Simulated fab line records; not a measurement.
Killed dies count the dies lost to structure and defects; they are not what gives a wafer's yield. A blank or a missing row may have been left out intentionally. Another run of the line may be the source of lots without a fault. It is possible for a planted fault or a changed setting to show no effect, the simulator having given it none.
The same fault as seen by 2 desks / flow sky130 / each desk has only its own numbers; what lay behind them comes last

== AT THE METROLOGY DESK ==
Lot by lot, what the gauges showed, no matter which tool ran the lot: averages of those sampled wafers that carry a number. Marked OUT: a lot whose mean sits more than 4 standard deviations from the usual mean, which makes it out of limits; the brackets give that distance.
Columns: A = VIA1_HDPCVD_THK at SKY_VIA1_THK_MEAS_01, usual 1026 nm; B = VIA1_BOW at SKY_VIA1_BOW_MEAS_03, usual 80 um; C = cd_nm at SKY_VIA1_CD_MEAS_12, usual 149.0 nm
lot=L743; first seen here=day 37 20:48; A=1026; B=81; C=-
lot=L740; first seen here=day 37 21:14; A=1026; B=80; C=-
lot=L746; first seen here=day 38 06:22; A=1025; B=78; C=149.9
lot=L751; first seen here=day 39 14:55; A=1019; B=78; C=150.2
lot=L752; first seen here=day 39 19:58; A=1037; B=87; C=149.6
lot=L753; first seen here=day 39 23:28; A=1002; B=86; C=145.2
This desk's verdict: no lot among the 6 shows anything out of limits.

== TOOL OWNER'S DESK, litho_track-01 ==
The tool's own readings at SKY_VIA1_DEVELOP_11 (develop time 60 s): means of the sampled wafers that have a number, for each lot that ran on this tool. Marked OUT: a lot whose mean sits more than 4 standard deviations from the usual mean, which makes it out of limits; the brackets give that distance.
Columns: A = chill_plate_temp_C at SKY_VIA1_DEVELOP_11, usual 23.01 C
lot=L746; first seen here=day 39 08:00; A=23.07
lot=L753; first seen here=day 41 00:00; A=22.88
This desk's verdict: no lot among the 2 shows anything out of limits.

== ALL TOGETHER ==
The metrology desk saw nothing out of limits.
The desk of the tool owner found nothing out of limits.

== WHAT THE SIMULATOR PUT IN ==
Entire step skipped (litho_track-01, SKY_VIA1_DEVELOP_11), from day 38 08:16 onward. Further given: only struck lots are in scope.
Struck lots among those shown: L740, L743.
